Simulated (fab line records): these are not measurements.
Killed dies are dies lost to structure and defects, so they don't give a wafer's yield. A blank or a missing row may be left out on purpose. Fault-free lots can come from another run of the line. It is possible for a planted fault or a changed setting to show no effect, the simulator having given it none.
fab line records	flow sky130	part 2 of 2: steps 28 to 38 of 38
[record] lots = 5	wafers = 15	last_day = 50
route steps=708 shown METAL5@661 PASSIVATION@681 PAD_OPEN@694
lots that met no fault: from a run of the same line without faults
start_h: the number of hours between the record's first day and the start of the first shown wafer of the lot	wait_h: hours from the lot's prior step to this one	" same as the row above	L1.1+2: a row that stands for several wafers	- no value, or no start was given	* or withheld: withheld	< > ~ a bound
route shown NAME@n: names a module that has steps shown in the file, with the first one's number in the route	usual: mean/standard deviation of fault-free wafers	same: alike in all rows	chamber/n: place in a boat	sites: each site's reading	_std_site: standard deviation across them	_edge_site: mean of outer sites minus mean of inner sites	radius_mm: how far each site lies from the wafer's centre	mask NAME#n: copy n	behind: tool/chamber where the wafer was last shaped	hold: why the lot was held/for how many hours/how that ended	device: transistor that didn't switch, given as n, p or np	end of line: at the end of the route, the tests of the same wafers	where a step has no rows: the recipe by itself	killed: the dies lost at the first sort to structure and to defects; this is not the yield of the wafer	map: a wafer's dies, marking killed ones x, the rest . and places with no die _
set.NAME: the run value of the setting; set.NAME@STEP: its run value at that earlier step	model.NAME: the simulator's own value behind a step, which no gauge read
lots seen at some steps along the route; tables by step, rows by wafer
services: from which hour (start_h, from the record's first day; less than 0 if before it) a tool's chamber was out of use, for how many hours, and why
[[steps]]
[step SKY_PASSIVATION_SOFTBAKE_07]
[recipe] temp_c = 110	time_s = withheld
lot.wafer	tool	chamber	start_h	wait_h
L083.1+4+6	litho_track-02	0	1096.28	0.1
L092.2+3+5	litho_track-03	0	1152.27	0.1
L091.1+4+6	litho_track-02	0	1154.13	0.1
L096.1+4+5	litho_track-03	0	1168.64	0.1
L097.4+5+6	litho_track-01	0	1174.80	0.1
[step SKY_PASSIVATION_EXPOSE_08]
[recipe] mask_id = NSM	target_cd_nm = 3000	na = 0.57	dose_mj = 260
[usual] exposure_dose_mJ_cm2 = 260.00/0.28
lot.wafer	tool	chamber	start_h	wait_h	mask	exposure_dose_mJ_cm2
L083.1	iline_stepper-01	0	-	-	NSM#0	259.86
L083.4	"	0	"	"	NSM#0	259.64
L083.6	"	0	"	"	NSM#0	259.69
L092.2	iline_stepper-02	0	-	-	NSM#0	260.06
L092.3	"	0	"	"	NSM#0	260.00
L092.5	"	0	"	"	NSM#0	259.98
L091.1	iline_stepper-01	0	-	-	NSM#0	260.06
L091.4	"	0	"	"	NSM#0	260.12
L091.6	"	0	"	"	NSM#0	260.18
L096.1	iline_stepper-01	0	-	-	NSM#0	260.26
L096.4	"	0	"	"	NSM#0	260.12
L096.5	"	0	"	"	NSM#0	260.25
L097.4	iline_stepper-01	0	-	-	NSM#0	260.01
L097.5	"	0	"	"	NSM#0	260.21
L097.6	"	0	"	"	NSM#0	259.77
[step SKY_PASSIVATION_PEB_09]
[recipe] temp_c = 115	time_s = withheld
lot.wafer	tool	chamber	start_h	wait_h
L083.1+4+6	litho_track-01	0	-	-
L092.2+3+5	litho_track-01	0	-	-
L091.1+4+6	litho_track-01	0	-	-
L096.1+4+5	litho_track-01	0	-	-
L097.4+5+6	litho_track-03	0	-	-
[step SKY_PASSIVATION_DEVELOP_10]
[recipe] develop_time_s = 60	dev_temp_c = 23
lot.wafer	tool	chamber	start_h	wait_h
L083.1+4+6	litho_track-01	0	-	-
L092.2+3+5	litho_track-01	0	-	-
L091.1+4+6	litho_track-01	0	-	-
L096.1+4+5	litho_track-01	0	-	-
L097.4+5+6	litho_track-03	0	-	-
[step SKY_PASSIVATION_ETCH_11]
[recipe] chemistry = CF4/O2	target_depth_nm = 725	stop_on = AlCu	source_w = 800	bias_w = 150	pressure_mtorr = 150	cf4_flow_sccm = 80	O2_flow_sccm = 10	time_s = 161.1
[usual] bias_w = 150.0/0.45	drypump_motor_current_A = 5.8/0.34	oes_product_au = 0.977/0.0068	throttle_valve_pct = 5.964/0.01
lot.wafer	tool	chamber	start_h	wait_h	bias_w	drypump_motor_current_A	oes_product_au	rf_hours_counter_h	throttle_valve_pct
L083.1	rie_diel-01	0	1106.00	-	149.8	5.7	0.972	14	5.967
L083.4	"	3	"	"	150.1	6.3	0.972	24	5.979
L083.6	"	2	"	"	150.1	5.2	0.977	-	5.951
L092.2	rie_diel-03	0	1162.00	-	150.4	6.6	0.974	6	5.950
L092.3	"	3	"	"	149.3	5.7	0.974	26	5.956
L092.5	"	1	"	"	150.3	5.3	0.986	-	5.969
L091.1	rie_diel-04	3	1163.50	-	149.9	6.0	0.975	5	5.964
L091.4	"	0	"	"	149.9	5.8	0.985	14	5.974
L091.6	"	0	"	"	150.2	5.8	0.996	-	5.959
L096.1	rie_diel-04	3	1177.95	-	150.8	6.0	0.973	6	5.979
L096.4	"	0	"	"	149.6	5.8	0.967	14	5.966
L096.5	"	2	"	"	149.2	6.0	0.985	-	5.970
L097.4	rie_diel-03	0	1183.29	-	149.6	6.6	0.978	7	5.949
L097.5	"	1	"	"	149.7	5.3	0.985	-	5.964
L097.6	"	2	"	"	150.4	6.0	0.986	-	5.963
[step SKY_PASSIVATION_STRIP_12]
[recipe] chemistry = O2/N2	power_w = 1400	pressure_mtorr = 1500	platen_temp_c = withheld	overash_fraction = 0.7	o2_flow_sccm = 3000	n2_flow_sccm = 300
[usual] drypump_motor_current_A = 5.6/0.44	oes_product_au = 0.661/0.0047	strip_time_to_endpoint_s = 31.56/0.12
lot.wafer	tool	chamber	start_h	wait_h	drypump_motor_current_A	oes_product_au	rf_hours_counter_h	strip_time_to_endpoint_s
L083.1	plasma_asher-01	1	1106.11	0.1	6.4	0.670	66	31.59
L083.4	"	0	"	"	4.9	0.663	-	31.59
L083.6	"	0	"	"	4.9	0.659	-	31.54
L092.2	plasma_asher-01	1	1162.11	0.1	6.4	0.654	71	31.44
L092.3	"	1	"	"	6.4	0.661	-	31.52
L092.5	"	0	"	"	5.0	0.662	-	31.60
L091.1	plasma_asher-03	0	1163.61	0.1	5.6	0.659	42	31.51
L091.4	"	1	"	"	5.8	0.662	-	31.38
L091.6	"	0	"	"	5.6	0.652	-	31.44
L096.1	plasma_asher-01	0	1178.06	0.1	4.9	0.664	72	31.43
L096.4	"	1	"	"	6.3	0.655	-	31.48
L096.5	"	0	"	"	4.9	0.664	-	31.62
L097.4	plasma_asher-02	1	1183.43	0.1	5.8	0.661	-	31.39
L097.5	"	0	"	"	5.1	0.649	-	31.62
L097.6	"	1	"	"	5.8	0.662	-	31.56
[step SKY_PAD_OPEN_DEHYDRATE_00]
[recipe] temp_c = 200	time_s = 60
lot.wafer	tool	chamber	start_h	wait_h
L083.1+4+6	litho_track-04	0	1116.60	10.5
L092.2+3+5	litho_track-02	0	1169.45	7.3
L091.1+4+6	litho_track-01	0	1171.15	7.5
L096.1+4+5	litho_track-01	0	1184.85	6.8
L097.4+5+6	litho_track-02	0	1190.25	6.8
[step SKY_PAD_OPEN_HMDS_01]
[recipe] prime_time_s = 60	prime_temp_c = 120
lot.wafer	tool	chamber	start_h	wait_h
L083.1+4+6	litho_track-04	0	1116.75	0.1
L092.2+3+5	litho_track-02	0	1169.60	0.1
L091.1+4+6	litho_track-01	0	1171.30	0.1
L096.1+4+5	litho_track-01	0	1185.00	0.1
L097.4+5+6	litho_track-02	0	1190.40	0.1
[step SKY_PAD_OPEN_COAT_02]
[recipe] spin_rpm = 2000	resist_thk_nm = 3000
[usual] dispense_pressure_kPa = 49.3/3
lot.wafer	tool	chamber	start_h	wait_h	dispense_pressure_kPa
L083.1	litho_track-04	0	1116.90	0.1	44.8
L083.4	"	0	"	"	44.7
L083.6	"	0	"	"	44.7
L092.2	litho_track-02	0	1169.75	0.1	52.3
L092.3	"	0	"	"	52.3
L092.5	"	0	"	"	52.2
L091.1	litho_track-01	0	1171.45	0.1	50.4
L091.4	"	0	"	"	50.4
L091.6	"	0	"	"	50.4
L096.1	litho_track-01	0	1185.15	0.1	50.4
L096.4	"	0	"	"	50.4
L096.5	"	0	"	"	50.4
L097.4	litho_track-02	0	1190.55	0.1	52.2
L097.5	"	0	"	"	52.1
L097.6	"	0	"	"	52.2
[step SKY_PAD_OPEN_SOFTBAKE_03]
[recipe] temp_c = 110	time_s = withheld
lot.wafer	tool	chamber	start_h	wait_h
L083.1+4+6	litho_track-04	0	1117.05	0.1
L092.2+3+5	litho_track-02	0	1169.91	0.1
L091.1+4+6	litho_track-01	0	1171.60	0.1
L096.1+4+5	litho_track-01	0	1185.30	0.1
L097.4+5+6	litho_track-02	0	1190.73	0.1
[step SKY_PAD_OPEN_EXPOSE_04]
[recipe] mask_id = PDM	target_cd_nm = 60000	na = 0.57	dose_mj = 260
[usual] exposure_dose_mJ_cm2 = 260.02/0.27
lot.wafer	tool	chamber	start_h	wait_h	mask	exposure_dose_mJ_cm2
L083.1	iline_stepper-02	0	-	-	PDM#0	259.43
L083.4	"	0	"	"	PDM#0	259.92
L083.6	"	0	"	"	PDM#0	259.85
L092.2	iline_stepper-02	0	-	-	PDM#0	260.09
L092.3	"	0	"	"	PDM#0	260.40
L092.5	"	0	"	"	PDM#0	260.47
L091.1	iline_stepper-01	0	-	-	PDM#0	259.94
L091.4	"	0	"	"	PDM#0	259.88
L091.6	"	0	"	"	PDM#0	259.96
L096.1	iline_stepper-02	0	-	-	PDM#0	260.44
L096.4	"	0	"	"	PDM#0	260.07
L096.5	"	0	"	"	PDM#0	259.65
L097.4	iline_stepper-01	0	-	-	PDM#0	259.43
L097.5	"	0	"	"	PDM#0	260.21
L097.6	"	0	"	"	PDM#0	259.52
[[services]]
tool	chamber	start_h	hours	kind
rie_diel-01	1	1042.18	9.9	repair
pvd_sputter-02	-	1046.60	3.0	repair
plasma_asher-04	-	1055.25	9.0	pm
plasma_asher-04	-	1055.50	0.7	repair
iline_stepper-02	-	1067.11	13.7	repair
rie_diel-01	2	1070.91	14.6	repair
rie_diel-01	-	1087.72	0.4	repair
rie_diel-03	0	1092.95	16.7	repair
rie_metal-03	-	1095.31	0.6	repair
pecvd-02	-	1096.44	0.5	repair
iline_stepper-01	-	1101.78	1.7	pm
plasma_asher-03	-	1110.84	0.5	repair
plasma_asher-03	-	1124.28	2.8	pm
litho_track-01	-	1131.13	-	consumable_replace:filter
rie_diel-01	0	1134.51	9.1	repair
iline_stepper-02	-	1135.52	4.4	pm
rie_diel-03	-	1137.25	0.8	repair
rie_diel-04	-	1137.27	0.5	repair
rie_diel-01	2	1148.30	8.4	repair
rie_metal-02	0	1161.52	2.6	repair
rie_diel-01	0	1162.85	4.5	repair
plasma_asher-01	-	1163.87	4.0	pm
rie_diel-03	0	1164.66	1.7	repair
plasma_asher-03	-	1171.35	0.8	repair
